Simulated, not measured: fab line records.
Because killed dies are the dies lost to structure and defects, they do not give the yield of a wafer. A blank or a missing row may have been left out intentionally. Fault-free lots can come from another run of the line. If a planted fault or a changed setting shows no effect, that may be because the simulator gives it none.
Check of tool commonality | flow sky130 | 12 lots and 45 wafers in the sample

REASON FOR OPENING
At SKY_SONOS_ONO_THK_MEAS_01 the reading SONOS_ONO_OXIDATION_THK is flagged on 3 of 12 lots. Fault-free wafers read 2.59 nm, with a standard deviation of 0.058.
Rule: flag the lot when none of its wafers has a number, or when each of its wafers that has one lies beyond 4 standard deviations from that mean. The rest of the lots are taken to be sound.

lot  | measured     | on            | SONOS_ONO_OXIDATION_THK (nm), wafer by wafer | flag
L137 | day 11 15:43 | film-metro-03 | 4.27 4.25 4.22 4.26 4.21 4.17                | FLAGGED
L139 | day 12 02:20 | film-metro-01 | 2.49 2.47 2.53                               |
L140 | day 12 12:13 | film-metro-02 | 2.63 2.67 2.64                               |
L143 | day 13 15:40 | film-metro-01 | 4.40 4.21 4.29 4.34 4.27 4.38                | FLAGGED
L146 | day 14 10:59 | film-metro-01 | 4.32 4.25 4.27 4.30 4.26 4.27                | FLAGGED
L149 | day 15 11:50 | film-metro-03 | 2.54 2.56 2.52                               |
L150 | day 15 18:29 | film-metro-02 | 2.46 2.52 2.55                               |
L151 | day 16 00:49 | film-metro-02 | 2.49 2.53 2.45                               |
L155 | day 17 06:08 | film-metro-03 | 2.60 2.60 2.65                               |
L156 | day 17 13:22 | film-metro-01 | 2.58 2.64 2.66                               |
L158 | day 18 18:34 | film-metro-02 | 2.63 2.60 2.60                               |
L160 | day 19 11:17 | film-metro-03 | 2.54 2.56 2.63                               |
The mean of the flagged lots' numbers is 4.27 nm, +1.68 nm from the usual (+29 standard deviations).

WHICH TOOL EACH LOT WENT THROUGH
The record holds 1 process step before the reading, out of a route of 708 steps. Every cell lists first the tool, next ch and the chambers used by the sampled wafers, and last the start.
lot  | flag    | SKY_SONOS_ONO_OXIDATION_00
L137 | FLAGGED | furnace-02 ch 0, day 11 12:20 and furnace-01 ch 0, day 11 14:20
L139 |         | furnace-01 ch 0, day 12 01:00
L140 |         | furnace-02 ch 0, day 12 10:52
L143 | FLAGGED | furnace-01 ch 0, day 13 12:31 and furnace-02 ch 0, day 13 14:13
L146 | FLAGGED | furnace-02 ch 0, day 14 07:37 and furnace-01 ch 0, day 14 09:38
L149 |         | furnace-02 ch 0, day 15 10:29
L150 |         | furnace-01 ch 0, day 15 17:08
L151 |         | furnace-02 ch 0, day 15 23:29
L155 |         | furnace-01 ch 0, day 17 04:47
L156 |         | furnace-01 ch 0, day 17 12:00
L158 |         | furnace-01 ch 0, day 18 17:13
L160 |         | furnace-01 ch 0, day 19 09:56
What the steps here do:
- SKY_SONOS_ONO_OXIDATION_00: stabilise 600 s, purge 300 s, target thk 2.6 nm.
- SKY_SONOS_ONO_THK_MEAS_01

FLAGGED OVER TOTAL, TOOL BY TOOL (the gauges that took the reading come last)
step                       | tool          | lots run | flagged | share of the flagged lots | sound lots run after its first flagged lot
SKY_SONOS_ONO_OXIDATION_00 | furnace-01    | 9        | 3       | all                       | 6 (L139,L150,L155,L156,L158,L160)
SKY_SONOS_ONO_OXIDATION_00 | furnace-02    | 6        | 3       | all                       | 3 (L140,L149,L151)
SKY_SONOS_ONO_THK_MEAS_01  | film-metro-01 | 4        | 2       | some                      | 1 (L156)
SKY_SONOS_ONO_THK_MEAS_01  | film-metro-02 | 4        | 0       | none                      | -
SKY_SONOS_ONO_THK_MEAS_01  | film-metro-03 | 4        | 1       | some                      | 3 (L149,L155,L160)

WHAT IS ALLOWED BY THE TABLE
furnace-01 at SKY_SONOS_ONO_OXIDATION_00 and furnace-02 at SKY_SONOS_ONO_OXIDATION_00 are the 2 rows of the table that ran each flagged lot.
- furnace-01 at SKY_SONOS_ONO_OXIDATION_00: 3 of its 9 lots flagged. After the first flagged lot (L139, L150, L155, L156, L158, L160), sound lots still ran on it; a lasting fault on the whole tool would not permit that.
- furnace-02 at SKY_SONOS_ONO_OXIDATION_00: 3 of its 6 lots flagged. After the first flagged lot (L140, L149, L151), sound lots still ran on it; a lasting fault on the whole tool would not permit that.
There is no row in the table that ran each flagged lot and no sound lot after the first.

WHAT WAS PUT IN BY THE SIMULATOR
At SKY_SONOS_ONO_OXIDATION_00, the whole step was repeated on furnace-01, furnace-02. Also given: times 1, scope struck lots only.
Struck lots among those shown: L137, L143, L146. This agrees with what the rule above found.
